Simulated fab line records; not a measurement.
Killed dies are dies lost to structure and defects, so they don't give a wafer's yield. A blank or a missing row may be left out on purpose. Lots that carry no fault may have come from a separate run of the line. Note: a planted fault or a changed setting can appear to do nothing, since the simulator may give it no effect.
Matching of chambers :: flow sfqLine :: 3 sister chambers for SFQ_TRILAYER_I0_DEP_PECVD_027 on pecvd-02
The step deposits SiO2 from SiH4/N2O, time 111.11 s, target thk 500 nm. 14 wafers are shown with their chamber, then 7 later ones without.

== WAFERS, EACH WITH ITS CHAMBER ==
wafer: L074.3
chamber: 1
throttleValvePct (%): 25.1
heaterPowerW (W): 81

wafer: L074.4
chamber: 0
throttleValvePct (%): 24.5
heaterPowerW (W): 97

wafer: L074.6
chamber: 2
throttleValvePct (%): 22.9
heaterPowerW (W): 82

wafer: L077.1
chamber: 2
throttleValvePct (%): 23.1
heaterPowerW (W): 71

wafer: L077.2
chamber: 1
throttleValvePct (%): 24.7
heaterPowerW (W): 86

wafer: L077.3
chamber: 0
throttleValvePct (%): 24.5
heaterPowerW (W): 99

wafer: L077.4
chamber: 1
throttleValvePct (%): 25.2
heaterPowerW (W): 89

wafer: L077.5
chamber: 2
throttleValvePct (%): 23.0
heaterPowerW (W): 75

wafer: L077.6
chamber: 0
throttleValvePct (%): 24.3
heaterPowerW (W): 81

wafer: L082.1
chamber: 2
throttleValvePct (%): 23.3
heaterPowerW (W): 72

wafer: L082.2
chamber: 1
throttleValvePct (%): 25.2
heaterPowerW (W): 81

wafer: L082.6
chamber: 1
throttleValvePct (%): 25.1
heaterPowerW (W): 89

wafer: L084.1
chamber: 2
throttleValvePct (%): 23.1
heaterPowerW (W): 73

wafer: L084.2
chamber: 1
throttleValvePct (%): 25.3
heaterPowerW (W): 77

SIGNATURES (averages over the wafers above)
reading: throttleValvePct
chamber 0: 24.433
chamber 1: 25.100
chamber 2: 23.080
scatter within a chamber: 0.174

reading: heaterPowerW
chamber 0: 92.33
chamber 1: 83.83
chamber 2: 74.60
scatter within a chamber: 5.97
Rule: for each reading, subtract the chamber's mean from the wafer's reading, divide by that reading's scatter and square the result; add these up over the readings and take the root, which gives the wafer's distance from the chamber. The wafer belongs to the nearest chamber; if the next one is less than 2 further off, it can't be placed. How the scatter is found: for the shown wafers, subtract from each reading the mean of its chamber, square and add these, divide the total by (wafers less chambers), then take the root.

== WAFERS MISSING THEIR CHAMBER ==
wafer: L084.4
throttleValvePct (%): 25.3
heaterPowerW (W): 82

wafer: L092.2
throttleValvePct (%): 25.3
heaterPowerW (W): 84

wafer: L092.5
throttleValvePct (%): 24.7
heaterPowerW (W): 80

wafer: L092.6
throttleValvePct (%): 23.5
heaterPowerW (W): 71

wafer: L096.2
throttleValvePct (%): 23.6
heaterPowerW (W): 77

wafer: L096.3
throttleValvePct (%): 25.6
heaterPowerW (W): 75

wafer: L096.4
throttleValvePct (%): 23.7
heaterPowerW (W): 80

== EACH ONE'S CHAMBER ==
wafer: L084.4
from the rows above: 1
in truth: 1

wafer: L092.2
from the rows above: 1
in truth: 1

wafer: L092.5
from the rows above: can't be placed: 1 or 0
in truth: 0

wafer: L092.6
from the rows above: 2
in truth: 2

wafer: L096.2
from the rows above: 2
in truth: 2

wafer: L096.3
from the rows above: 1
in truth: 1

wafer: L096.4
from the rows above: can't be placed: 2 or 0
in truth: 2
Correctly placed: 5 of 7. Cannot be placed on the basis of these rows: 2; the candidates contain the true chamber in 2. Wrongly placed: 0.
